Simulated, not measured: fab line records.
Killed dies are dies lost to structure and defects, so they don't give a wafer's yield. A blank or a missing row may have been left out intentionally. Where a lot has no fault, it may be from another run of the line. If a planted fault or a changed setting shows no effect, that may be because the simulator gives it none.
Which tool was responsible? | flow sky130 | 24 lots, 72 wafers sampled, at 1 step of a route of 708

== WHAT EACH GAUGE READ, for each wafer ==
SKY_CONTACT_BOW_MEAS_05.
lot  | measured     | on            | CONTACT_BOW (um)
L075 | day 30 07:19 | film metro-04 | 95 80 74
L074 | day 30 09:15 | film metro-04 | 84 80 84
L076 | day 30 20:31 | film metro-02 | 87 87 89
L077 | day 31 02:27 | film metro-02 | 75 76 81
L078 | day 31 17:32 | film metro-02 | 96 89 83
L079 | day 32 01:21 | film metro-04 | 87 83 80
L080 | day 32 06:10 | film metro-04 | 79 82 73
L081 | day 32 15:36 | film metro-04 | 79 78 79
L082 | day 32 19:53 | film metro-04 | 76 74 98
L083 | day 33 06:29 | film metro-04 | 86 77 79
L084 | day 33 17:53 | film metro-02 | 86 81 86
L085 | day 34 01:42 | film metro-04 | 85 87 93
L086 | day 34 05:34 | film metro-04 | 83 74 78
L087 | day 34 15:05 | film metro-02 | 70 90 79
L088 | day 34 22:15 | film metro-02 | 69 83 99
L089 | day 34 22:40 | film metro-04 | 76 90 81
L090 | day 35 10:40 | film metro-04 | 83 82 81
L091 | day 35 16:42 | film metro-03 | 83 82 84
L092 | day 35 19:55 | film metro-02 | 85 84 86
L093 | day 36 00:09 | film metro-04 | 88 100 100
L094 | day 36 23:24 | film metro-04 | 86 90 90
L095 | day 37 10:07 | film metro-02 | 87 86 82
L097 | day 37 18:25 | film metro-03 | 73 89 99
L096 | day 38 04:02 | film metro-02 | 75 84 86

== TOOL THAT RAN EACH LOT (tool first, then ch and the chambers of the sampled wafers, then the start) ==
Before these readings, the record contains no process step.

== AS READ BY THE TOOLS THEMSELVES (means over the sampled wafers that have a number; for cases with no such wafer, the mark the record gives instead) ==
The record holds no such reading with a usual standard deviation.

== THE ANSWER, worked out from the rows above alone ==
Rule: the usual values come from the lots themselves. The widest of any qualifying gaps counts: lots, ordered by their means at a reading, are off when they make up no more than a third of the lots, leave a main group of 4 or more, and stand apart from it by 3 or more times the standard deviation of that group's means. If all means in a main group match to the digits the tables above print for the reading, that group is not used. Also off: a lot with no number at a reading for which 4 or more lots have one. Where the step has rows for the other lots, those lots are counted as sound. First the gauges in route order, then the tools' own readings, where a lot's mean is used as printed above. At the first step where some lot is off, the reading lying furthest off is the one used; lots without a number count as furthest.
Nothing can be told from this: no lot is off at any reading shown.

== WHAT THE SIMULATOR HAD INSERTED ==
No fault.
